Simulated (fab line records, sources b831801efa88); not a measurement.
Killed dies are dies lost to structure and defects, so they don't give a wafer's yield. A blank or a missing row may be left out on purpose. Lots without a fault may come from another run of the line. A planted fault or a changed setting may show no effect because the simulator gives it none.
Which tool did it? | flow sky130 | 12 lots, 36 wafers sampled, at 4 steps of a route of 708

WHAT THE GAUGES READ, wafer by wafer
SKY_NWELL_TW_MEAS_26.
lot  | measured     | on            | NWELL_2_TW
L405 | day 5 10:47  | film_metro-04 | 500.1 498.5 501.0
L407 | day 6 02:01  | film_metro-02 | 498.0 498.5 497.9
L408 | day 6 02:47  | film_metro-04 | 506.1 505.1 500.8
L410 | day 6 15:55  | film_metro-04 | 504.7 506.5 503.3
L413 | day 7 03:30  | film_metro-01 | 500.5 497.9 499.6
L414 | day 7 12:50  | film_metro-02 | 494.6 491.4 496.4
L417 | day 8 08:24  | film_metro-02 | 499.1 501.1 498.8
L418 | day 8 15:35  | film_metro-02 | 501.1 499.2 497.6
L425 | day 10 12:43 | film_metro-04 | 491.7 491.6 491.6
L426 | day 11 01:01 | film_metro-02 | 486.7 485.3 481.8
L427 | day 11 13:06 | film_metro-01 | 497.5 496.3 495.4
L428 | day 11 12:44 | film_metro-01 | 495.1 495.9 496.3

WHICH TOOL RAN EACH LOT (tool, then ch and the chambers of the sampled wafers, then the start)
lot  | SKY_FIELD_ISO_STRIP_16              | SKY_FIELD_ISO_CMP_27         | SKY_NWELL_IMPLANT_24
L405 | plasma_asher-01 ch 0,1, day 2 08:41 | cmp-01 ch 0,2, day 2 14:08   | implanter-02 ch 0, day 5 10:32
L407 | plasma_asher-01 ch 0,1, day 2 21:26 | cmp-02 ch 0,1, day 3 01:18   | implanter-02 ch 0, day 6 01:47
L408 | plasma_asher-03 ch 0,1, day 2 22:05 | cmp-01 ch 1,3, day 3 01:53   | implanter-03 ch 0, day 6 02:32
L410 | plasma_asher-01 ch 0,1, day 3 06:28 | cmp-02 ch 0,3, day 3 13:19   | implanter-02 ch 0, day 6 15:41
L413 | plasma_asher-01 ch 0,1, day 3 21:20 | cmp-02 ch 2,3, day 4 00:39   | implanter-02 ch 0, day 7 03:16
L414 | plasma_asher-01 ch 0,1, day 4 06:47 | cmp-01 ch 1,2,3, day 4 10:06 | implanter-03 ch 0, day 7 12:35
L417 | plasma_asher-01 ch 0,1, day 4 19:53 | cmp-02 ch 0,1,2, day 5 00:47 | implanter-02 ch 0, day 8 08:11
L418 | plasma_asher-04 ch 0,1, day 5 03:20 | cmp-01 ch 0,3, day 5 08:26   | implanter-03 ch 0, day 8 15:22
L425 | plasma_asher-03 ch 0,1, day 6 13:05 | cmp-01 ch 1,3, day 6 17:47   | implanter-02 ch 0, day 10 12:28
L426 | plasma_asher-03 ch 0,1, day 6 17:37 | cmp-01 ch 0,2,3, day 7 06:35 | implanter-02 ch 0, day 11 00:46
L427 | plasma_asher-03 ch 0,1, day 7 02:19 | cmp-02 ch 2,3, day 7 16:27   | implanter-03 ch 0, day 11 12:53
L428 | plasma_asher-04 ch 0,1, day 7 04:40 | cmp-01 ch 1,3, day 7 16:30   | implanter-01 ch 0, day 11 12:31
- SKY_FIELD_ISO_STRIP_16: strips in O2/N2.
- SKY_FIELD_ISO_CMP_27: polishes, stops on Si3N4, t overpolish 16 s, target thk 457.8 nm.
- SKY_NWELL_IMPLANT_24

WHAT THE TOOLS THEMSELVES READ (means of the sampled wafers that have a number; where no wafer has one, the mark that the record gives instead)
SKY_FIELD_ISO_STRIP_16.
lot  | tool            | drypump_motor_current_A (A) | oes_product_au (a.u.) | strip_time_to_endpoint_s (s)
L405 | plasma_asher-01 | 5.70                        | 0.379                 | 3.59
L407 | plasma_asher-01 | 5.64                        | 0.374                 | 3.54
L408 | plasma_asher-03 | 6.03                        | 0.379                 | 3.60
L410 | plasma_asher-01 | 5.64                        | 0.379                 | 3.56
L413 | plasma_asher-01 | 5.72                        | 0.375                 | 3.54
L414 | plasma_asher-01 | 5.71                        | 0.376                 | 3.54
L417 | plasma_asher-01 | 5.67                        | 0.378                 | 3.55
L418 | plasma_asher-04 | 5.91                        | 0.375                 | 3.54
L425 | plasma_asher-03 | 5.83                        | 0.378                 | 3.55
L426 | plasma_asher-03 | 6.03                        | 0.379                 | 3.59
L427 | plasma_asher-03 | 6.05                        | 0.375                 | 3.51
L428 | plasma_asher-04 | 5.94                        | 0.382                 | 3.56

SKY_FIELD_ISO_CMP_27.
lot  | tool   | motor_current_A (A) | overpolish_run_s (s) | time_to_endpoint_s (s)
L405 | cmp-01 | 11.5                | 16.006               | 109
L407 | cmp-02 | 12.7                | 16.002               | 113
L408 | cmp-01 | 11.4                | 15.998               | 110
L410 | cmp-02 | 13.2                | 15.998               | 107
L413 | cmp-02 | 12.2                | 16.002               | 107
L414 | cmp-01 | 11.7                | 16.006               | 105
L417 | cmp-02 | 11.8                | 16.004               | 110
L418 | cmp-01 | 10.4                | 16.000               | 106
L425 | cmp-01 | 11.2                | 16.007               | 112
L426 | cmp-01 | 11.7                | 16.002               | 106
L427 | cmp-02 | 11.8                | 16.007               | 110
L428 | cmp-01 | 11.8                | 15.991               | 111

THE ANSWER, worked out from the rows above alone
Rule: what is usual is taken from the lots themselves. Put in order of their means at a reading, lots are off if they are a third of the lots or fewer, leave a main group of 4 or more, and stand apart from it by a gap of 3 or more times the standard deviation of the main group's means; of several such gaps the widest counts. A main group whose means are all the same, to the digits that the tables above print for the reading, isn't used. A lot without any number at a reading at which 4 lots or more have one is off too. The other lots that the step has rows for count as sound. The gauges are gone through in route order, then the tools' own readings, and for those a lot's mean is taken as printed above. The first step at which some lot is off is used, and at that step the reading that is off furthest; a lot without a number counts as furthest.
No lot is off at any reading shown: from this, nothing can be told.

WHAT THE SIMULATOR HAD PUT IN
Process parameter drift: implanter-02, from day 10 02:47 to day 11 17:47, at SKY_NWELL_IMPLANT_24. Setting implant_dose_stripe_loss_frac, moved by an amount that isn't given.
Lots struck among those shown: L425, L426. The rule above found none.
